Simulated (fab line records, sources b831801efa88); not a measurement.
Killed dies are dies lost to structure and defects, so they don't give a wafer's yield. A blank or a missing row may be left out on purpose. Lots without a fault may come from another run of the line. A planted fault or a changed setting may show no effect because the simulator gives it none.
Which tool did it? | flow sky130 | 15 lots, 45 wafers sampled, at 4 steps of a route of 708

WHAT THE GAUGES READ, wafer by wafer
The record holds no reading of a measuring or inspecting step that can be judged against a usual standard deviation.

WHICH TOOL RAN EACH LOT (tool, then ch and the chambers of the sampled wafers, then the start)
lot  | SKY_VIA3_CMP_24               | SKY_METAL4_SPUTTER_04        | SKY_METAL4_PEB_11                 | SKY_METAL4_METAL_ETCH_18
L357 | cmp-02 ch 1,3, day 40 15:32   | pvd_sputter-04, day 40 15:53 | litho_track-04 ch 0, day 42 16:00 | rie_metal-04 ch 0,1, day 42 16:41
L356 | cmp-01 ch 0,1, day 40 18:08   | pvd_sputter-01, day 40 18:32 | litho_track-03 ch 0, day 42 17:00 | rie_metal-04 ch 0,1, day 42 18:38
L360 | cmp-02 ch 0,2,3, day 41 05:13 | pvd_sputter-04, day 41 05:31 | litho_track-04 ch 0, day 43 05:00 | rie_metal-02 ch 0,1, day 43 06:08
L361 | cmp-02 ch 0,1, day 41 22:13   | pvd_sputter-04, day 41 22:35 | litho_track-03 ch 0, day 43 21:00 | rie_metal-01 ch 0,1, day 43 22:19
L362 | cmp-01 ch 0,1,3, day 42 03:48 | pvd_sputter-04, day 42 04:12 | litho_track-01 ch 0, day 44 02:00 | rie_metal-01 ch 0,1, day 44 02:48
L363 | cmp-02 ch 1,2, day 42 06:21   | pvd_sputter-01, day 42 06:45 | litho_track-03 ch 0, day 44 04:00 | rie_metal-02 ch 0,1, day 44 05:16
L364 | cmp-02 ch 1,2, day 42 08:13   | pvd_sputter-02, day 42 08:34 | litho_track-01 ch 0, day 44 06:00 | rie_metal-01 ch 0,1, day 44 07:23
L367 | cmp-02 ch 1,2,3, day 43 07:46 | pvd_sputter-01, day 43 08:07 | litho_track-04 ch 0, day 45 05:00 | rie_metal-01 ch 0,1, day 45 06:32
L368 | cmp-01 ch 2,3, day 43 15:38   | pvd_sputter-04, day 43 16:02 | litho_track-01 ch 0, day 45 11:00 | rie_metal-02 ch 0,1, day 45 12:33
L369 | cmp-02 ch 0,2,3, day 43 16:50 | pvd_sputter-01, day 43 17:14 | litho_track-04 ch 0, day 45 13:00 | rie_metal-04 ch 0,1, day 45 13:48
L370 | cmp-01 ch 2,3, day 44 01:21   | pvd_sputter-01, day 44 01:45 | litho_track-01 ch 0, day 45 22:00 | rie_metal-01 ch 0,1, day 45 22:45
L375 | cmp-02 ch 0,1,3, day 45 05:14 | pvd_sputter-04, day 45 05:41 | litho_track-01, day 47 01:00      | rie_metal-02 ch 0,1, day 47 01:45
L376 | cmp-01 ch 0,1,2, day 45 13:36 | pvd_sputter-02, day 45 13:54 | litho_track-03, day 47 07:00      | rie_metal-04 ch 0,1, day 47 07:44
L377 | cmp-01 ch 0,2,3, day 45 15:57 | pvd_sputter-04, day 45 16:12 | litho_track-03, day 47 09:00      | rie_metal-04 ch 0,1, day 47 10:23
L378 | cmp-02 ch 0,3, day 46 00:47   | pvd_sputter-04, day 46 01:08 | litho_track-03 ch 0, day 47 18:00 | rie_metal-01 ch 0,1, day 47 19:05
- SKY_VIA3_CMP_24: polishes, stops on SiO2, t overpolish 20 s, target thk 0 nm.
- SKY_METAL4_SPUTTER_04: material TiN, target thk 70 nm, time 58.3 s.
- SKY_METAL4_PEB_11
- SKY_METAL4_METAL_ETCH_18: etches the open film in Cl2/BCl3, stops on SiO2, target depth 845 nm, time 183.1 s.

WHAT THE TOOLS THEMSELVES READ (means of the sampled wafers that have a number; where no wafer has one, the mark that the record gives instead)
SKY_VIA3_CMP_24.
lot  | tool   | motor_current_A (A) | overpolish_run_s (s) | platen_rpm (rpm) | time_to_endpoint_s (s)
L357 | cmp-02 | 9.9                 | 20.007               | 60.04            | 95
L356 | cmp-01 | 10.3                | 19.995               | 60.02            | 99
L360 | cmp-02 | 11.4                | 19.992               | 60.02            | 97
L361 | cmp-02 | 10.2                | 20.006               | 59.99            | 99
L362 | cmp-01 | 10.2                | 20.008               | 59.98            | 99
L363 | cmp-02 | 10.1                | 20.008               | 59.98            | 97
L364 | cmp-02 | 10.7                | 19.998               | 59.99            | 96
L367 | cmp-02 | 10.3                | 19.987               | 59.98            | 102
L368 | cmp-01 | 10.7                | 20.008               | 60.00            | 93
L369 | cmp-02 | 11.1                | 20.010               | 60.02            | 93
L370 | cmp-01 | 11.1                | 20.003               | 59.99            | 92
L375 | cmp-02 | 10.3                | 20.003               | 60.01            | 98
L376 | cmp-01 | 10.9                | 20.006               | 60.01            | 96
L377 | cmp-01 | 11.1                | 19.997               | 60.02            | 95
L378 | cmp-02 | 10.9                | 20.005               | 59.96            | 96

SKY_METAL4_SPUTTER_04.
lot  | tool           | throttle_valve_pct (%)
L357 | pvd_sputter-04 | 29.7
L356 | pvd_sputter-01 | 31.4
L360 | pvd_sputter-04 | 30.2
L361 | pvd_sputter-04 | 30.5
L362 | pvd_sputter-04 | 30.5
L363 | pvd_sputter-01 | 30.6
L364 | pvd_sputter-02 | 31.3
L367 | pvd_sputter-01 | 31.5
L368 | pvd_sputter-04 | 29.3
L369 | pvd_sputter-01 | 29.0
L370 | pvd_sputter-01 | 30.6
L375 | pvd_sputter-04 | 29.7
L376 | pvd_sputter-02 | 29.5
L377 | pvd_sputter-04 | 30.5
L378 | pvd_sputter-04 | 30.4

SKY_METAL4_PEB_11.
lot  | tool           | exhaust_pa (Pa)
L357 | litho_track-04 | 45.8
L356 | litho_track-03 | 45.2
L360 | litho_track-04 | 45.8
L361 | litho_track-03 | 46.2
L362 | litho_track-01 | 45.1
L363 | litho_track-03 | 44.6
L364 | litho_track-01 | 45.7
L367 | litho_track-04 | 45.4
L368 | litho_track-01 | 44.6
L369 | litho_track-04 | 44.2
L370 | litho_track-01 | 46.0
L375 | litho_track-01 | -
L376 | litho_track-03 | -
L377 | litho_track-03 | -
L378 | litho_track-03 | 45.9

SKY_METAL4_METAL_ETCH_18.
lot  | tool         | drypump_motor_current_A (A) | he_backside_leak_sccm (sccm) | oes_product_au (a.u.) | throttle_valve_pct (%)
L357 | rie_metal-04 | 5.75                        | 3.6                          | 0.862                 | 22.262
L356 | rie_metal-04 | 5.74                        | 3.5                          | 0.875                 | 22.264
L360 | rie_metal-02 | 5.52                        | 3.6                          | 0.873                 | 22.265
L361 | rie_metal-01 | 5.30                        | 3.1                          | 0.866                 | 22.267
L362 | rie_metal-01 | 5.31                        | 3.2                          | 0.865                 | 22.264
L363 | rie_metal-02 | 5.46                        | 3.4                          | 0.865                 | 22.269
L364 | rie_metal-01 | 5.37                        | 3.2                          | 0.864                 | 22.263
L367 | rie_metal-01 | 5.37                        | 3.2                          | 0.867                 | 22.269
L368 | rie_metal-02 | 5.43                        | 3.5                          | 0.870                 | 22.268
L369 | rie_metal-04 | 5.74                        | 3.5                          | 0.869                 | 22.261
L370 | rie_metal-01 | 5.30                        | 3.1                          | 0.863                 | 22.267
L375 | rie_metal-02 | 5.43                        | 3.5                          | 0.861                 | 22.270
L376 | rie_metal-04 | 5.75                        | 3.4                          | 0.872                 | 22.253
L377 | rie_metal-04 | 5.47                        | 3.1                          | 0.860                 | 22.263
L378 | rie_metal-01 | 5.31                        | 3.2                          | 0.862                 | 22.266

THE ANSWER, worked out from the rows above alone
Rule: what is usual is taken from the lots themselves. Put in order of their means at a reading, lots are off if they are a third of the lots or fewer, leave a main group of 4 or more, and stand apart from it by a gap of 3 or more times the standard deviation of the main group's means; of several such gaps the widest counts. A main group whose means are all the same, to the digits that the tables above print for the reading, isn't used. A lot without any number at a reading at which 4 lots or more have one is off too. The other lots that the step has rows for count as sound. The gauges are gone through in route order, then the tools' own readings, and for those a lot's mean is taken as printed above. The first step at which some lot is off is used, and at that step the reading that is off furthest; a lot without a number counts as furthest.
Off: L375, L376, L377, at SKY_METAL4_PEB_11 (exhaust_pa). Without a number there: L375, L376, L377. The main group: mean 45.4 Pa, standard deviation 0.61.
A tool fits if, at that step or a process step before it, it ran every lot that is off, and no sound lot after the first of them. None of those tried fits.

WHAT THE SIMULATOR HAD PUT IN
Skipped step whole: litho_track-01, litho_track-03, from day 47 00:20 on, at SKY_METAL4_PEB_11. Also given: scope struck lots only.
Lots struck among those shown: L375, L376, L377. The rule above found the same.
